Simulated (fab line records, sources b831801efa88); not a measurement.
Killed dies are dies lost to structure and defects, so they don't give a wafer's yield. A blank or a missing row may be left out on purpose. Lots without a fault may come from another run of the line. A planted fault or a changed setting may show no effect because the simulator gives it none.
Chamber matching | flow sfq_line | SFQ_TRILAYER_I3_DEP_PECVD_081 on pecvd-03: 3 sister chambers
The step deposits SiO2 from SiH4/N2O, time 111.11 s, target thk 500 nm. 3 wafers are shown with their chamber, then 8 later ones without.

WAFERS WITH THEIR CHAMBER
wafer  | chamber | throttle_valve_pct (%)
L314.4 | 2       | 23.7
L315.6 | 0       | 24.2
L322.1 | 1       | 24.7

WAFERS WITHOUT THEIR CHAMBER
wafer  | throttle_valve_pct (%)
L322.3 | 24.1
L322.6 | 24.7
L324.2 | 24.6
L324.4 | 24.3
L324.6 | 24.7
L326.2 | 24.7
L326.5 | 24.2
L326.6 | 24.2

WHICH CHAMBER EACH WENT THROUGH
wafer  | from the rows above | in truth
L322.3 | 0                   | 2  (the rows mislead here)
L322.6 | 1                   | 1
L324.2 | 1                   | 1
L324.4 | 0                   | 0
L324.6 | 1                   | 1
L326.2 | 1                   | 1
L326.5 | 0                   | 0
L326.6 | 0                   | 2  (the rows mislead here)
Placed correctly: 6 of 8. Can't be placed from these rows: 0. Placed wrongly: 2.
How it was worked out, from the rows above alone: a wafer's distance from a chamber is the root of the sum, over the readings, of the square of ((its reading less the chamber's mean) divided by the reading's scatter). The wafer belongs to the nearest chamber; if the next one is less than 2 further off, it can't be placed. A chamber's mean is the mean of its shown wafers. The scatter: with one shown wafer a chamber, the root of the mean of the squares of how far each hidden wafer lies from its nearest shown one.
